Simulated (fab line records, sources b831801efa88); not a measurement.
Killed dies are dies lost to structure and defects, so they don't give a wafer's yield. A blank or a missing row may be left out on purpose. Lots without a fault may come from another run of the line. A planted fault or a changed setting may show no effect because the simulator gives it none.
Which tool did it? | flow sky130 | 12 lots, 36 wafers sampled, at 1 step of a route of 708

WHAT THE GAUGES READ, wafer by wafer
SKY_NWELL_THK_MEAS_02.
lot  | measured    | on            | NWELL_OXIDATION_THK (nm)
L075 | day 2 17:53 | film_metro-01 | 9.98 10.31 10.14
L077 | day 3 06:58 | film_metro-01 | 9.68 9.82 9.83
L079 | day 3 15:09 | film_metro-04 | 9.89 9.81 9.71
L081 | day 4 04:21 | film_metro-04 | 10.08 10.14 10.12
L083 | day 4 10:22 | film_metro-01 | 9.97 10.18 10.13
L085 | day 5 00:21 | film_metro-01 | 9.75 9.61 9.87
L087 | day 5 09:31 | film_metro-04 | 9.98 9.87 10.10
L089 | day 5 16:42 | film_metro-04 | 9.94 10.03 9.93
L091 | day 6 03:07 | film_metro-02 | 9.90 9.89 9.90
L093 | day 6 16:49 | film_metro-02 | 10.02 9.94 9.98
L095 | day 7 02:15 | film_metro-04 | 9.81 9.81 9.99
L097 | day 7 10:41 | film_metro-01 | 9.65 9.64 9.63

WHICH TOOL RAN EACH LOT (tool, then ch and the chambers of the sampled wafers, then the start)
The record holds no process step before these readings.

THE ANSWER, worked out from the rows above alone
Rule: what is usual is taken from the lots themselves. Put in order of their means at a reading, lots are off if they are a third of the lots or fewer, leave a main group of 4 or more, and stand apart from it by a gap of 3 or more times the standard deviation of the main group's means; of several such gaps the widest counts. A main group whose means are all the same, to the digits that the tables above print for the reading, isn't used. A lot without any number at a reading at which 4 lots or more have one is off too. The other lots that the step has rows for count as sound.
No lot is off at any reading shown: from this, nothing can be told.

WHAT THE SIMULATOR HAD PUT IN
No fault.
